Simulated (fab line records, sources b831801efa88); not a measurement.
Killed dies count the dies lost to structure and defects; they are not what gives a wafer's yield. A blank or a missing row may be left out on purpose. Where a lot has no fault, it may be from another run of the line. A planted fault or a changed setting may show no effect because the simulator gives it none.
fab line records	flow sky130
record lots=7	wafers=21	last-day=49
route steps=708 shown SONOS_ONO@176 GATE_OXIDE@187 POLY_GATE@204 PAD_OPEN@708
lots that met no fault: from a run of the same line without faults
start-h: the number of hours between the record's first day and the start of the first shown wafer of the lot	wait-h: hours since the lot's step before	" as in the row above	L1.1+2: a row that stands for several wafers	- value missing, or start not given	* or withheld: withheld	< > ~ a bound
route shown NAME@n: names a module that has steps shown in the file, with the first one's number in the route	usual: the fault-free wafers' mean and standard deviation	same: alike in all rows	chamber/n: place in a boat	sites: the reading at each site	_std_site: standard deviation across them	_edge_site: mean of outer sites minus mean of inner sites	radius-mm: how far each site lies from the wafer's centre	mask NAME#n: copy n	behind: the most recent tool/chamber to have shaped the wafer	hold: why the lot was held/for how many hours/how that ended	device: names the non-switching transistor (n, p or np)	end of line: the route-end tests of the same wafers	step lacking rows: just its recipe	killed: the dies lost at the first sort to structure and to defects; this is not the yield of the wafer	map: a wafer's dies, x killed, . not, _ none there
set.NAME: setting as actually run; set.NAME@STEP: the setting as run at that earlier step	model.NAME: the simulator's own value behind a step, which no gauge read
certain route steps with their lots: each step a table, each wafer a row
services: a tool's chamber out of use, with start hour (start-h, from the record's first day; less than 0 if before it), hours out, and reason
## steps
# step SKY_SONOS_ONO_COAT_08
# recipe resist=NOVOLAK	spin-rpm=3000	resist-thk-nm=1140
# step SKY_SONOS_ONO_SOFTBAKE_09
# recipe temp-c=90	time-s=60	resist=NOVOLAK
# step SKY_SONOS_ONO_EXPOSE_10
# recipe mask-id=ONOM	target-cd-nm=410	na=0.6	source-shape=conventional	sigma-outer=0.6	dose-mj=150
# step SKY_SONOS_ONO_PEB_11
# recipe temp-c=withheld	time-s=*	resist=NOVOLAK
# step SKY_SONOS_ONO_DEVELOP_12
# recipe develop-time-s=60	dev-temp-c=23
# step SKY_SONOS_ONO_CD_MEAS_13
# recipe target-cd-nm=410
# usual cd-nm=410.0/2.4
lot.wafer	tool	chamber	start-h	wait-h	cd-nm
L291.1	cd-sem-01	-	314.99	0.1	406.3
L291.2	"	-	"	"	407.3
L291.4	"	-	"	"	406.0
L296.1	cd-sem-01	-	362.49	0.1	412.9
L296.5	"	-	"	"	411.1
L296.6	"	-	"	"	411.9
L301.1	cd-sem-01	-	423.69	0.1	413.6
L301.2	"	-	"	"	411.6
L301.4	"	-	"	"	412.0
L302.1	cd-sem-01	-	425.74	0.1	407.9
L302.2	"	-	"	"	409.4
L302.4	"	-	"	"	409.6
L303.2	cd-sem-02	-	426.16	0.1	406.7
L303.3	"	-	"	"	406.8
L303.6	"	-	"	"	410.1
L304.1	cd-sem-02	-	428.97	0.1	411.5
L304.3	"	-	"	"	410.1
L304.6	"	-	"	"	411.7
L305.2	cd-sem-02	-	435.11	0.1	411.5
L305.4	"	-	"	"	410.4
L305.6	"	-	"	"	410.8
# step SKY_SONOS_ONO_OVL_MEAS_14
# usual SONOS_ONO_OVL=-0.3/1.2
lot.wafer	tool	chamber	start-h	wait-h	SONOS_ONO_OVL[nm]
L291.1	overlay-02	-	315.11	0.1	1.1
L291.2	"	-	"	"	-0.7
L291.4	"	-	"	"	1.3
L296.1	overlay-02	-	362.61	0.1	-2.1
L296.5	"	-	"	"	-1.7
L296.6	"	-	"	"	-1.3
L301.1	overlay-02	-	423.81	0.1	-0.9
L301.2	"	-	"	"	-0.7
L301.4	"	-	"	"	0.1
L302.1	overlay-02	-	425.86	0.1	-1.2
L302.2	"	-	"	"	-2.1
L302.4	"	-	"	"	-3.0
L303.2	overlay-02	-	426.27	0.1	-0.2
L303.3	"	-	"	"	-1.3
L303.6	"	-	"	"	-0.7
L304.1	overlay-02	-	429.09	0.1	1.3
L304.3	"	-	"	"	0.7
L304.6	"	-	"	"	1.2
L305.2	overlay-01	-	435.22	0.1	-0.3
L305.4	"	-	"	"	0.3
L305.6	"	-	"	"	-2.2
# step SKY_SONOS_ONO_ETCH_15
# recipe target-depth-nm=19.52	chemistry=CHF3/O2	source-w=600	bias-w=200	pressure-mtorr=40	chf3-flow-sccm=50	O2_flow_sccm=5	time-s=7.8
# usual drypump-motor-current-A=5.8/0.41	oes-product-au=0.999/0.01	throttle-valve-pct=8.824/0.0094
lot.wafer	tool	chamber	start-h	wait-h	drypump-motor-current-A	oes-product-au	rf-hours-counter-h	throttle-valve-pct
L291.1	rie-diel-04	1	315.15	0.0	5.4	1.001	106	8.827
L291.2	"	0	"	"	5.4	0.994	5	8.828
L291.4	"	2	"	"	5.4	0.998	-	8.807
L296.1	rie-diel-03	1	362.65	0.0	5.4	0.992	12	8.834
L296.5	"	1	"	"	5.4	0.990	-	8.801
L296.6	"	2	"	"	5.6	0.997	-	8.843
L301.1	rie-diel-03	3	423.85	0.0	5.9	1.015	4	8.837
L301.2	"	0	"	"	5.1	0.999	5	8.808
L301.4	"	1	"	"	5.4	1.011	13	8.834
L302.1	rie-diel-02	1	425.90	0.0	6.1	0.983	0	8.838
L302.2	"	3	"	"	6.3	0.984	101	8.833
L302.4	"	0	"	"	6.3	0.988	-	8.820
L303.2	rie-diel-03	3	426.30	0.0	5.8	1.000	4	8.844
L303.3	"	1	"	"	5.4	1.001	13	8.837
L303.6	"	3	"	"	5.9	0.998	-	8.827
L304.1	rie-diel-02	0	429.13	0.0	6.3	1.000	76	8.811
L304.3	"	1	"	"	6.2	0.984	-	8.829
L304.6	"	0	"	"	6.3	0.982	-	8.831
L305.2	rie-diel-02	2	435.25	0.0	5.9	0.994	4	8.816
L305.4	"	0	"	"	6.3	0.979	-	8.814
L305.6	"	2	"	"	5.9	0.991	-	8.829
# step SKY_SONOS_ONO_WET_ETCH_16
# recipe chemistry=dHF	target-depth-nm=14	dry=n2-spin	target=SiO2	dilution=100:1	temp-c=25	time-s=280
# step SKY_SONOS_ONO_STRIP_17
# recipe chemistry=O2/N2	power-w=1400	pressure-mtorr=1500	platen-temp-c=withheld	o2-flow-sccm=3000	n2-flow-sccm=300	overash-fraction=0.5
# usual drypump-motor-current-A=5.6/0.38	oes-product-au=0.710/0.0046	strip-time-to-endpoint-s=14.10/0.042
lot.wafer	tool	chamber	start-h	wait-h	drypump-motor-current-A	oes-product-au	rf-hours-counter-h	strip-time-to-endpoint-s
L291.1	plasma-asher-02	1	315.25	0.0	5.9	0.713	20	14.05
L291.2	"	0	"	"	5.3	0.707	20	14.06
L291.4	"	1	"	"	5.9	0.712	-	14.03
L296.1	plasma-asher-01	0	362.75	0.0	5.8	0.717	56	14.08
L296.5	"	0	"	"	5.8	0.707	-	14.13
L296.6	"	1	"	"	5.1	0.714	-	14.05
L301.1	plasma-asher-01	0	423.95	0.0	5.9	0.710	63	14.19
L301.2	"	1	"	"	5.1	0.712	63	14.14
L301.4	"	0	"	"	5.9	0.705	-	14.16
L302.1	plasma-asher-01	1	426.00	0.0	5.1	0.703	63	14.13
L302.2	"	0	"	"	5.9	0.716	63	14.12
L302.4	"	0	"	"	5.9	0.711	-	14.17
L303.2	plasma-asher-03	1	426.40	0.0	5.7	0.703	77	14.10
L303.3	"	0	"	"	6.1	0.710	-	14.13
L303.6	"	0	"	"	6.2	0.709	-	14.17
L304.1	plasma-asher-02	0	429.25	0.0	5.3	0.709	31	14.13
L304.3	"	0	"	"	5.3	0.717	-	14.16
L304.6	"	1	"	"	5.9	0.712	-	14.17
L305.2	plasma-asher-02	1	435.35	0.0	5.9	0.711	32	14.06
L305.4	"	1	"	"	5.9	0.708	-	14.04
L305.6	"	1	"	"	5.9	0.708	-	14.05
# step SKY_SONOS_ONO_WET_ETCH_18
# recipe chemistry=H3PO4	target-depth-nm=15	target=Si3N4	temp-c=160	time-s=172
# step SKY_GATE_OXIDE_CLEAN_00
# recipe chemistry=SC1/SC2	mix=1:4:20	temp-c=70	time-s=150	dry=n2-spin
# step SKY_GATE_OXIDE_OXIDATION_01
# recipe temp-c=900	ambient=O2	stabilise-s=600	purge-s=300	target-thk-a=102.68	ox-time-s=1473
# usual ox-time-s=1473/0	spike-tc-centre-C=900.9/1	zone-power-centre-pct=19.3/0.37
lot.wafer	tool	chamber	start-h	wait-h	ox-time-s	spike-tc-centre-C	zone-power-centre-pct	model.SiO2_of_GATE_OXIDE_OXIDATION_01.thk-nm
L291.1	furnace-01	0	315.67	0.2	1473	900.0	18.8	10.61
L291.2	"	0	"	"	1473	900.7	18.5	10.48
L291.4	"	0	"	"	1473	899.1	18.6	10.44
L296.1	furnace-02	0	362.96	0.0	1473	900.0	19.5	10.23
L296.5	"	0	"	"	1473	900.8	19.9	10.15
L296.6	"	0	"	"	1473	900.6	19.5	10.08
L301.1	furnace-02	0	424.73	0.6	1973.8	899.4	19.4	12.42
L301.2	"	0	"	"	1973.8	900.0	19.5	12.59
L301.4	"	0	"	"	1973.8	901.2	19.1	12.51
L302.1	furnace-01	0	426.95	0.7	1473	899.8	18.4	10.36
L302.2	"	0	"	"	1473	898.9	18.9	10.28
L302.4	"	0	"	"	1473	900.8	18.6	10.37
L303.2	furnace-01	0	426.95	0.3	1473	899.6	18.9	10.5
L303.3	"	0	"	"	1473	900.1	18.7	10.71
L303.6	"	0	"	"	1473	899.8	18.6	10.65
L304.1	furnace-02	0	429.45	0.0	1973.8	900.1	19.5	12.42
L304.3	"	0	"	"	1973.8	902.4	19.6	12.5
L304.6	"	0	"	"	1973.8	902.3	19.5	12.58
L305.2	furnace-02	0	435.61	0.0	1973.8	901.3	19.4	12.48
L305.4	"	0	"	"	1973.8	902.4	19.5	12.57
L305.6	"	0	"	"	1973.8	902.3	19.4	12.49
# step SKY_GATE_OXIDE_THK_MEAS_02
# recipe reads=SiO2_of_GATE_OXIDE_OXIDATION_01
# usual GATE_OXIDE_OXIDATION_00_THK=10.26/0.2
lot.wafer	tool	chamber	start-h	wait-h	GATE_OXIDE_OXIDATION_00_THK[nm]
L291.1	film-metro-03	-	317.08	0.0	10.61
L291.2	"	-	"	"	10.53
L291.4	"	-	"	"	10.42
L296.1	film-metro-02	-	364.37	0.0	10.20
L296.5	"	-	"	"	10.15
L296.6	"	-	"	"	10.05
L301.1	film-metro-03	-	426.14	0.0	12.42
L301.2	"	-	"	"	12.56
L301.4	"	-	"	"	12.53
L302.1	film-metro-04	-	428.36	0.0	10.34
L302.2	"	-	"	"	10.28
L302.4	"	-	"	"	10.37
L303.2	film-metro-03	-	428.37	0.0	10.50
L303.3	"	-	"	"	10.69
L303.6	"	-	"	"	10.65
L304.1	film-metro-02	-	430.86	0.0	12.45
L304.3	"	-	"	"	12.54
L304.6	"	-	"	"	12.62
L305.2	film-metro-04	-	437.03	0.0	12.42
L305.4	"	-	"	"	12.58
L305.6	"	-	"	"	12.43
# step SKY_GATE_OXIDE_DEHYDRATE_03
# recipe temp-c=200	time-s=60
# step SKY_GATE_OXIDE_HMDS_04
# recipe prime-time-s=60	prime-temp-c=120
# step SKY_GATE_OXIDE_COAT_05
# recipe resist=NOVOLAK	spin-rpm=3000	resist-thk-nm=1140
# step SKY_GATE_OXIDE_SOFTBAKE_06
# recipe temp-c=90.6	time-s=60	resist=NOVOLAK
# step SKY_GATE_OXIDE_EXPOSE_07
# recipe mask-id=LVOM	na=0.6	source-shape=conventional	sigma-outer=0.6	polarization=unpolarized	target-cd-nm=600	dose-mj=170
# step SKY_GATE_OXIDE_PEB_08
# recipe temp-c=withheld	time-s=*	resist=NOVOLAK
# step SKY_GATE_OXIDE_DEVELOP_09
# recipe resist=NOVOLAK	developer=TMAH	develop-time-s=60	dev-temp-c=23
# step SKY_GATE_OXIDE_OVL_MEAS_10
# usual GATE_OXIDE_OVL=-0.5/1.3
lot.wafer	tool	chamber	start-h	wait-h	GATE_OXIDE_OVL[nm]
L291.1	overlay-01	-	343.19	0.1	-0.2
L291.2	"	-	"	"	0.1
L291.4	"	-	"	"	1.8
L296.1	overlay-01	-	391.32	0.1	-3.7
L296.5	"	-	"	"	-1.9
L296.6	"	-	"	"	-1.3
L301.1	overlay-02	-	456.79	0.1	-0.6
L301.2	"	-	"	"	-0.5
L301.4	"	-	"	"	0.0
L302.1	overlay-02	-	458.64	0.1	0.0
L302.2	"	-	"	"	-0.9
L302.4	"	-	"	"	-1.2
L303.2	overlay-01	-	459.24	0.1	-3.6
L303.3	"	-	"	"	-3.6
L303.6	"	-	"	"	-3.6
L304.1	overlay-01	-	461.87	0.1	1.7
L304.3	"	-	"	"	-0.6
L304.6	"	-	"	"	1.1
L305.2	overlay-01	-	466.80	0.1	1.1
L305.4	"	-	"	"	-0.7
L305.6	"	-	"	"	0.3
# step SKY_GATE_OXIDE_IMPLANT_11
# recipe species=B	energy-kev=10	dose-cm2=2.55e+12	tilt-deg=withheld
# step SKY_GATE_OXIDE_WET_ETCH_12
# recipe chemistry=dHF	target-depth-nm=16.8	dry=n2-spin	target=SiO2	dilution=100:1	temp-c=25	time-s=336
# step SKY_GATE_OXIDE_STRIP_13
# recipe chemistry=O2/N2	power-w=1400	pressure-mtorr=1500	platen-temp-c=withheld	o2-flow-sccm=3000	n2-flow-sccm=300	overash-fraction=0.5
# usual drypump-motor-current-A=5.5/0.4	oes-product-au=0.716/0.0045	strip-time-to-endpoint-s=14.16/0.049
lot.wafer	tool	chamber	start-h	wait-h	drypump-motor-current-A	oes-product-au	rf-hours-counter-h	strip-time-to-endpoint-s
L291.1	plasma-asher-01	0	343.60	0.0	5.9	0.711	55	14.16
L291.2	"	1	"	"	5.1	0.711	55	14.18
L291.4	"	0	"	"	5.9	0.720	-	14.15
L296.1	plasma-asher-01	1	391.63	0.0	5.1	0.720	59	14.15
L296.5	"	1	"	"	5.1	0.713	-	14.17
L296.6	"	0	"	"	5.8	0.715	-	14.13
L301.1	plasma-asher-02	0	457.08	0.0	5.3	0.711	34	14.12
L301.2	"	1	"	"	5.9	0.713	34	14.17
L301.4	"	1	"	"	5.9	0.718	-	14.15
L302.1	plasma-asher-04	1	458.93	0.0	4.9	0.711	3	14.23
L302.2	"	0	"	"	5.9	0.719	3	14.20
L302.4	"	0	"	"	5.9	0.716	-	14.20
L303.2	plasma-asher-01	0	459.52	0.0	5.9	0.721	66	14.18
L303.3	"	0	"	"	5.9	0.715	-	14.19
L303.6	"	1	"	"	5.1	0.715	-	14.21
L304.1	plasma-asher-02	0	462.16	0.0	5.3	0.715	34	14.25
L304.3	"	1	"	"	5.9	0.717	-	14.22
L304.6	"	0	"	"	5.3	0.721	-	14.25
L305.2	plasma-asher-02	0	467.09	0.0	5.2	0.721	35	14.15
L305.4	"	0	"	"	5.3	0.716	-	14.12
L305.6	"	0	"	"	5.3	0.713	-	14.18
# step SKY_GATE_OXIDE_TW_MEAS_14
# usual GATE_OXIDE_TW=223.4/2.9
lot.wafer	tool	chamber	start-h	wait-h	GATE_OXIDE_TW
L291.1	film-metro-04	-	343.70	0.1	220.2
L291.2	"	-	"	"	219.1
L291.4	"	-	"	"	220.5
L296.1	film-metro-03	-	391.73	0.1	226.2
L296.5	"	-	"	"	226.0
L296.6	"	-	"	"	226.1
L301.1	film-metro-03	-	457.18	0.1	226.2
L301.2	"	-	"	"	227.3
L301.4	"	-	"	"	227.0
L302.1	film-metro-04	-	459.03	0.1	220.4
L302.2	"	-	"	"	219.3
L302.4	"	-	"	"	221.0
L303.2	film-metro-02	-	459.63	0.1	223.9
L303.3	"	-	"	"	224.6
L303.6	"	-	"	"	224.7
L304.1	film-metro-04	-	462.26	0.1	217.9
L304.3	"	-	"	"	219.0
L304.6	"	-	"	"	219.5
L305.2	film-metro-02	-	467.20	0.1	224.4
L305.4	"	-	"	"	223.4
L305.6	"	-	"	"	224.9
# step SKY_GATE_OXIDE_CLEAN_15
# recipe chemistry=SC1/SC2	mix=1:4:20	temp-c=70	time-s=150	dry=n2-spin
# step SKY_GATE_OXIDE_OXIDATION_16
# recipe temp-c=800	ambient=O2	idle-temp-c=700	ramp-up-c-per-min=10	ramp-down-c-per-min=3	stabilise-s=600	purge-s=300	target-thk-a=35.7	ox-time-s=1915
# usual ox-time-s=1915/0	spike-tc-centre-C=800.8/0.93	zone-power-centre-pct=14.9/0.33
lot.wafer	tool	chamber	start-h	wait-h	ox-time-s	spike-tc-centre-C	zone-power-centre-pct	model.SiO2_of_GATE_OXIDE_OXIDATION_01.thk-nm
L291.1	furnace-01	0	343.81	0.0	1915	800.1	15.0	11.96
L291.2	"	0	"	"	1915	801.8	14.4	11.85
L291.4	"	0	"	"	1915	800.3	14.7	11.84
L296.1	furnace-01	0	394.01	2.2	1915	799.9	14.8	11.67
L296.5	"	0	"	"	1915	802.0	14.7	11.57
L296.6	"	0	"	"	1915	798.6	14.6	11.52
L301.1	furnace-01	0	457.88	0.6	1915	801.1	14.7	13.66
L301.2	"	0	"	"	1915	800.0	14.7	13.83
L301.4	"	0	"	"	1915	801.2	14.5	13.76
L302.1	furnace-01	0	459.41	0.3	1915	801.6	14.8	11.72
L302.2	"	0	"	"	1915	801.0	14.7	11.63
L302.4	"	0	"	"	1915	801.3	14.5	11.78
L303.2	furnace-01	0	460.94	1.2	1915	799.3	14.7	11.87
L303.3	"	0	"	"	1915	801.2	14.4	12.08
L303.6	"	0	"	"	1915	798.5	14.9	12.01
L304.1	furnace-02	0	462.51	0.1	1915	800.7	15.3	13.61
L304.3	"	0	"	"	1915	801.9	15.4	13.72
L304.6	"	0	"	"	1915	801.1	15.3	13.78
L305.2	furnace-01	0	467.53	0.2	1915	800.3	14.5	13.69
L305.4	"	0	"	"	1915	800.8	14.8	13.77
L305.6	"	0	"	"	1915	800.1	14.7	13.69
# step SKY_POLY_GATE_CVD_00
# recipe material=poly-Si	target-thk-nm=180	temp-c=620	time-s=720	pressure-mtorr=200
# step SKY_PAD_OPEN_PROBE_99
# usual killed_at_M0_to_M3=44/7.6	killed_at_M4_up=3.2/1.7	killed-at-contacts=24/5.7	killed-at-front-end=16/3.9	killed-at-other=0.2/0.45	killed-dies=87/9.5	killed-open=47/6.9	killed-short=40/5.8
# same gross-dies=492	killed-at-back-side=0
lot.wafer	tool	chamber	start-h	wait-h	killed_at_M0_to_M3	killed_at_M4_up	killed-at-contacts	killed-at-front-end	killed-at-other	killed-dies	killed-open	killed-short	model.etest.nfet_16v.r-on-ohm-um	model.etest.pfet_16v.r-on-ohm-um	model.etest.tip-sonos.rs-ohm-sq	model.etest.pfet-g5v0d10v5.r-on-ohm-um	model.etest.nfet-g5v0d10v5.r-on-ohm-um	model.etest.nfet-g5v0d10v5.drive-ua-um	model.etest.nfet_05v0_nvt.drive-ua-um	model.etest.pfet-g5v0d10v5.drive-ua-um
L291.1	prober-01	-	1099.06	0.1	54	5	23	17	0	99	64	35	1.437e+04	1.559e+04	2661	4826	1950	582.3	556.4	336.3
L291.2	prober-01	-	1099.11	0.1	42	3	24	11	0	80	49	31	1.427e+04	1.525e+04	2637	4800	1930	591.1	563.1	336.9
L291.4	prober-01	-	1099.21	0.2	43	5	25	16	0	89	46	43	1.425e+04	1.552e+04	2652	4796	1932	587	562.4	335.8
L296.1	prober-02	-	1130.05	0.1	51	1	26	13	0	91	55	36	1.376e+04	1.504e+04	2691	4817	1898	602.2	574.2	335.7
L296.5	prober-02	-	1130.25	0.2	40	3	19	16	0	78	37	41	1.38e+04	1.5e+04	2712	4821	1870	609.4	583.3	335.8
L296.6	prober-02	-	1130.30	0.2	49	2	19	21	0	91	52	39	1.375e+04	1.532e+04	2656	4826	1859	615.3	580.6	337.3
L301.1	prober-01	-	1174.16	0.1	44	0	23	18	0	85	45	40	1.567e+04	1.659e+04	3262	5208	2083	513.4	495.8	300.6
L301.2	prober-01	-	1174.21	0.1	52	1	24	13	0	90	46	44	1.568e+04	1.618e+04	3308	5077	2092	511.2	490.6	308.9
L301.4	prober-01	-	1174.31	0.2	40	2	22	13	0	77	39	38	1.572e+04	1.614e+04	3300	5112	2072	510.2	495	303.5
L302.1	prober-02	-	1174.47	0.1	41	6	33	19	0	99	51	48	1.383e+04	1.498e+04	2759	4753	1889	595.4	569.4	337.9
L302.2	prober-02	-	1174.52	0.1	46	5	18	14	0	83	46	37	1.382e+04	1.485e+04	2723	4760	1885	608.2	574.9	341.1
L302.4	prober-02	-	1174.62	0.2	36	3	26	21	0	86	45	41	1.384e+04	1.528e+04	2769	4745	1879	594.8	563.5	337.3
L303.2	prober-01	-	1175.71	0.1	35	3	17	13	0	68	37	31	1.446e+04	1.58e+04	2773	4856	1917	593.1	564.8	331.9
L303.3	prober-01	-	1175.76	0.2	58	2	14	10	0	84	44	40	1.45e+04	1.558e+04	2838	4885	1946	581.1	560.5	329.9
L303.6	prober-01	-	1175.91	0.2	46	4	23	13	0	86	47	39	1.441e+04	1.554e+04	2812	4923	1937	589.9	558.6	323.2
L304.1	prober-02	-	1176.37	0.1	50	3	29	19	0	101	52	49	1.488e+04	1.637e+04	3264	5178	2046	513.6	500.2	299.5
L304.3	prober-02	-	1176.47	0.2	34	3	22	25	1	85	47	38	1.49e+04	1.592e+04	3303	5206	2063	514.8	496.2	296
L304.6	prober-02	-	1176.62	0.2	69	6	18	13	2	108	53	55	1.506e+04	1.65e+04	3343	5316	2111	507.2	495	294
L305.2	prober-01	-	1179.00	0.1	52	3	16	15	0	86	45	41	1.527e+04	1.633e+04	3345	5280	2087	515.9	498.3	297.4
L305.4	prober-01	-	1179.10	0.2	41	4	26	19	1	91	54	37	1.541e+04	1.626e+04	3356	5329	2082	513.7	491.1	291.7
L305.6	prober-01	-	1179.20	0.2	41	5	32	19	0	97	56	41	1.517e+04	1.629e+04	3286	5244	2063	517.3	496.5	298.2
# killed by level:class
L291.1 VIA1:geometric-particle:open=13 VIA3:geometric-particle:open=12 LI_CONTACT:geometric-particle:open=9 CONTACT:geometric-particle:open=7 VIA2:geometric-particle:open=7 POLY_GATE:geometric-particle:open=6 METAL2:geometric-particle:short=5 FIELD_ISO:geometric-particle:short=4
L291.2 VIA1:geometric-particle:open=9 CONTACT:geometric-particle:open=8 VIA2:geometric-particle:open=8 LI_CONTACT:geometric-particle:open=6 VIA3:geometric-particle:open=6 LOCAL_INTERCONNECT:geometric-particle:short=5 METAL1:geometric-particle:short=4 FIELD_ISO:geometric-particle:open=3
L291.4 CONTACT:geometric-particle:open=11 METAL2:geometric-particle:short=8 METAL1:geometric-particle:short=8 VIA3:geometric-particle:open=7 VIA1:geometric-particle:open=6 FIELD_ISO:geometric-particle:open=5 LOCAL_INTERCONNECT:geometric-particle:short=5 CONTACT:geometric-particle:short=5
L296.1 VIA1:geometric-particle:open=14 VIA2:geometric-particle:open=11 CONTACT:geometric-particle:open=10 CONTACT:geometric-particle:short=7 METAL1:geometric-particle:short=7 VIA1:geometric-particle:short=5 LI_CONTACT:geometric-particle:open=4 VIA3:geometric-particle:open=4
L296.5 VIA1:geometric-particle:open=13 VIA3:geometric-particle:short=7 VIA1:geometric-particle:short=7 CONTACT:geometric-particle:open=6 FIELD_ISO:geometric-particle:short=5 LI_CONTACT:geometric-particle:open=5 CONTACT:geometric-particle:short=4 VIA2:geometric-particle:open=4
L296.6 VIA1:geometric-particle:open=16 LI_CONTACT:geometric-particle:open=9 POLY_GATE:geometric-particle:open=6 POLY_GATE:geometric-particle:short=5 VIA1:geometric-particle:short=5 METAL2:geometric-particle:short=5 FIELD_ISO:geometric-particle:short=4 FIELD_ISO:geometric-particle:open=4
L301.1 METAL1:geometric-particle:short=9 VIA1:geometric-particle:open=9 FIELD_ISO:geometric-particle:short=7 CONTACT:geometric-particle:open=7 VIA3:geometric-particle:open=7 VIA2:geometric-particle:open=6 LI_CONTACT:geometric-particle:open=6 CONTACT:geometric-particle:short=5
L301.2 VIA1:geometric-particle:open=12 METAL2:geometric-particle:short=10 VIA2:geometric-particle:open=8 LI_CONTACT:geometric-particle:open=6 CONTACT:geometric-particle:open=6 LI_CONTACT:geometric-particle:short=5 POLY_GATE:geometric-particle:open=5 LOCAL_INTERCONNECT:geometric-particle:short=5
L301.4 CONTACT:geometric-particle:open=11 VIA1:geometric-particle:open=7 METAL2:geometric-particle:short=7 METAL1:geometric-particle:short=6 VIA3:geometric-particle:open=6 LI_CONTACT:geometric-particle:open=5 FIELD_ISO:geometric-particle:short=4 LOCAL_INTERCONNECT:geometric-particle:short=4
L302.1 CONTACT:geometric-particle:open=11 VIA1:geometric-particle:open=11 VIA1:geometric-particle:short=8 LI_CONTACT:geometric-particle:short=6 LI_CONTACT:geometric-particle:open=6 CONTACT:geometric-particle:short=6 FIELD_ISO:geometric-particle:short=5 VIA3:geometric-particle:open=5
L302.2 VIA1:geometric-particle:open=10 CONTACT:geometric-particle:open=9 VIA2:geometric-particle:open=9 VIA1:geometric-particle:short=8 FIELD_ISO:geometric-particle:short=6 VIA3:geometric-particle:open=5 VIA3:geometric-particle:short=4 LI_CONTACT:geometric-particle:open=4
L302.4 CONTACT:geometric-particle:open=15 VIA1:geometric-particle:open=6 VIA3:geometric-particle:short=6 FIELD_ISO:geometric-particle:short=5 FIELD_ISO:geometric-particle:open=5 POLY_GATE:geometric-particle:open=5 VIA1:geometric-particle:short=4 VIA2:geometric-particle:short=4
L303.2 VIA1:geometric-particle:open=8 VIA1:geometric-particle:short=6 VIA3:geometric-particle:open=6 CONTACT:geometric-particle:open=5 FIELD_ISO:geometric-particle:short=4 LI_CONTACT:geometric-particle:open=4 METAL1:geometric-particle:short=4 POLY_GATE:geometric-particle:open=3
L303.3 VIA1:geometric-particle:open=14 VIA3:geometric-particle:open=8 METAL1:geometric-particle:short=8 VIA2:geometric-particle:open=7 METAL2:geometric-particle:short=6 METAL3:geometric-particle:short=4 LI_CONTACT:geometric-particle:open=4 CONTACT:geometric-particle:open=4
L303.6 VIA1:geometric-particle:open=12 CONTACT:geometric-particle:open=11 VIA2:geometric-particle:short=5 LI_CONTACT:geometric-particle:open=5 VIA1:geometric-particle:short=5 VIA2:geometric-particle:open=5 FIELD_ISO:geometric-particle:open=4 LOCAL_INTERCONNECT:geometric-particle:short=4
L304.1 METAL2:geometric-particle:short=10 VIA1:geometric-particle:open=9 LI_CONTACT:geometric-particle:open=8 CONTACT:geometric-particle:open=8 VIA2:geometric-particle:open=7 CONTACT:geometric-particle:short=7 METAL1:geometric-particle:short=6 POLY_GATE:geometric-particle:short=5
L304.3 VIA1:geometric-particle:open=11 CONTACT:geometric-particle:open=9 POLY_GATE:geometric-particle:open=8 POLY_GATE:geometric-particle:short=6 VIA3:geometric-particle:open=6 FIELD_ISO:geometric-particle:short=5 VIA2:geometric-particle:open=5 LI_CONTACT:geometric-particle:open=4
L304.6 VIA1:geometric-particle:open=18 METAL1:geometric-particle:short=15 VIA3:geometric-particle:open=9 CONTACT:geometric-particle:open=6 VIA3:geometric-particle:short=6 METAL4:geometric-particle:short=5 FIELD_ISO:geometric-particle:short=4 LI_CONTACT:geometric-particle:open=4
L305.2 VIA1:geometric-particle:open=12 CONTACT:geometric-particle:open=8 VIA2:geometric-particle:open=7 METAL1:geometric-particle:short=7 VIA1:geometric-particle:short=5 POLY_GATE:geometric-particle:short=5 VIA3:geometric-particle:open=5 VIA2:geometric-particle:short=5
L305.4 VIA3:geometric-particle:open=10 CONTACT:geometric-particle:open=10 VIA1:geometric-particle:open=9 CONTACT:geometric-particle:short=6 POLY_GATE:geometric-particle:short=5 LI_CONTACT:geometric-particle:open=5 METAL1:geometric-particle:short=5 POLY_GATE:geometric-particle:open=4
L305.6 LI_CONTACT:geometric-particle:open=11 CONTACT:geometric-particle:open=11 VIA2:geometric-particle:open=10 VIA3:geometric-particle:open=8 VIA1:geometric-particle:open=6 POLY_GATE:geometric-particle:short=5 LOCAL_INTERCONNECT:geometric-particle:short=4 CONTACT:geometric-particle:short=4
## services
tool	chamber	start-h	hours	kind
rie-diel-03	1	305.83	15.6	repair
rie-diel-04	3	311.71	25.1	repair
plasma-asher-03	-	311.88	2.7	repair
plasma-asher-02	-	324.62	2.8	pm
plasma-asher-04	-	326.28	12.6	repair
furnace-01	-	332.62	4.4	pm
plasma-asher-01	-	347.42	2.8	pm
rie-diel-02	-	350.56	2.8	pm
rie-diel-03	3	364.14	8.7	repair
furnace-01	-	368.82	4.3	pm
rie-diel-02	3	374.66	3.9	repair
rie-diel-03	2	376.04	12.3	repair
rie-diel-04	3	379.26	5.6	repair
furnace-02	-	380.09	7.6	pm
rie-diel-03	2	391.74	4.0	repair
rie-diel-02	1	395.00	-	clean
rie-diel-02	1	395.00	11.5	scheduled-down
rie-diel-02	1	395.00	11.5	vent-cycle
plasma-asher-03	-	396.56	2.8	pm
rie-diel-03	-	399.23	0.7	repair
rie-diel-02	0	411.84	6.3	repair
rie-diel-02	2	420.07	9.1	repair
plasma-asher-04	-	421.26	9.0	pm
rie-diel-02	3	426.77	9.7	repair
## key
first-sign step=SKY_GATE_OXIDE_OXIDATION_01	reading=ox-time-s	direction=up	sigmas=99+	usual=*	struck=*
effect step=SKY_GATE_OXIDE_THK_MEAS_02	reading=GATE_OXIDE_OXIDATION_00_THK	direction=up	sigmas=11	usual=10.26	struck=12.51
model-effect step=SKY_GATE_OXIDE_OXIDATION_01	value=SiO2_of_GATE_OXIDE_OXIDATION_01.thk-nm	without=10.2	struck=12.51
model-effect step=SKY_GATE_OXIDE_OXIDATION_16	value=SiO2_of_GATE_OXIDE_OXIDATION_01.thk-nm	without=11.58	struck=13.72
model-effect step=SKY_PAD_OPEN_PROBE_99	value=etest.nfet_16v.r-on-ohm-um	without=1.411e+04	struck=1.53e+04
met-at SKY_GATE_OXIDE_OXIDATION_01
struck-wafers L301.1,L301.2,L301.4,L304.1,L304.3,L304.6,L305.2,L305.4,L305.6
tester-left-out L301,L304,L305
onset-between 362.96 424.73
fault kind=process-parameter-drift	tool=furnace-02	chamber=-	onset-h=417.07	steps=SKY_GATE_OXIDE_OXIDATION_01	channel=ox-time-s	offset=*	shape=step	end-h=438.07	acts-in=*	stated=*
# tester-left-out: of these lots the tester's yield and bins aren't shown, on N5 and GAA mostly nor the transistor test; their killed dies are dies lost to structure and defects alone, not to doping, threshold or leakage, so they don't give the yield
